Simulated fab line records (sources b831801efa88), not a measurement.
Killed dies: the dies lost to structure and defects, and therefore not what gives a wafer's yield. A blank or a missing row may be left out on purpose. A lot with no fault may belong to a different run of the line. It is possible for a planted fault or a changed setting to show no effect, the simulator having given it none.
8D (eight disciplines) problem report, filled in by code :: flow sky130 :: the parts of the form that need people (team, actions taken, sign-off) are left out

## 1. PROBLEM STATEMENT
At SKY_VT_ADJUST_HVTR_CD_MEAS_07, cd-nm averages 422.6 nm over 6 wafers from 2 lots, while fault-free wafers read 379.7 nm, standard deviation 2.5. Measured from the usual mean, that is +17 standard deviations.
The step: target cd 380 nm.
Seen first at day 13 16:45 on cd-sem-01, wafer L741.1. Wafers with a number at this step in the record: 36, from 12 lots. By rule, "out" or "out of limits" means more than 4 standard deviations away from the usual mean. Any other wafer with a number is counted as sound.

## 2. WHAT IT IS; WHAT IT IS NOT
question: which readings at this step
is: cd-nm
is not: -

question: which lots
is: L741, L742
is not: L728, L729, L732, L733, L734, L735, L736, L747, L749, L751

question: which wafers of those lots
is: all that have a number
is not: -

question: read on which gauges
is: cd-sem-01
is not: cd-sem-02

question: when
is: from day 13 16:45
is not: up to then (21 sound wafers); but 9 sound wafers of L747, L749, L751 came after

## 3. THE SUSPECTS, EACH WITH WHAT RULES IT OUT
Counting: a tool stays on the suspect list if, at a process step up to the reading, it processed all lots that are out and no sound lot following the first of them.
- the gauge at SKY_VT_ADJUST_HVTR_CD_MEAS_07: kept. All the wafers that are out were read on cd-sem-01, and no step on other tools shows them out.
- plasma-asher-03 at SKY_NWELL_STRIP_14 (strips in O2/N2): ruled out as a lasting fault. After its first lot that is out, L741 (day 7 23:22), sound lots L749 ran on it.
- litho-track-03 at SKY_VT_ADJUST_HVTR_DEVELOP_06 (develop time 60 s): kept. It processed each lot that is out, first L741 at day 13 16:36, and no sound lot thereafter; up to then, the last sound lot it processed was L733 at day 11 00:57.
Remaining after the count are litho-track-03 at SKY_VT_ADJUST_HVTR_DEVELOP_06 and cd-sem-01 at SKY_VT_ADJUST_HVTR_CD_MEAS_07.

## 4. THE CAUSE (what the simulator had put in)
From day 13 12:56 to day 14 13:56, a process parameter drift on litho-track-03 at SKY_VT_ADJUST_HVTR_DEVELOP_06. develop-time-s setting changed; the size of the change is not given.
Counting left 2 suspects, and this tool is among them.

## 5. SEQUENCE OF EFFECTS, ordered by route
Each row: a reading whose mean over the struck wafers that have a number lies more than 3 standard deviations from the usual. Only readings whose record carries a usual standard deviation are examined. hours: median over the lots of the time between each lot's start at the first step of this table that gives one and its start at this step. sigmas: the change, counted in usual standard deviations.
hours: 0
step: SKY_VT_ADJUST_HVTR_CD_MEAS_07
reading: cd-nm
usual: 379.7 nm
on struck wafers: 422.6
change: +42.9
sigmas: +17

## 6. HOW IT WOULD HAVE BEEN CAUGHT EARLIER
The first out-of-limits reading at a measuring or inspecting step in this record came at day 13 16:45, 4 hours after the fault's start at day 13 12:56.
Lots out: 2; of these, L742 started SKY_VT_ADJUST_HVTR_DEVELOP_06 on litho-track-03 after day 13 16:45. Had the tool been put on hold then, it would have been spared.
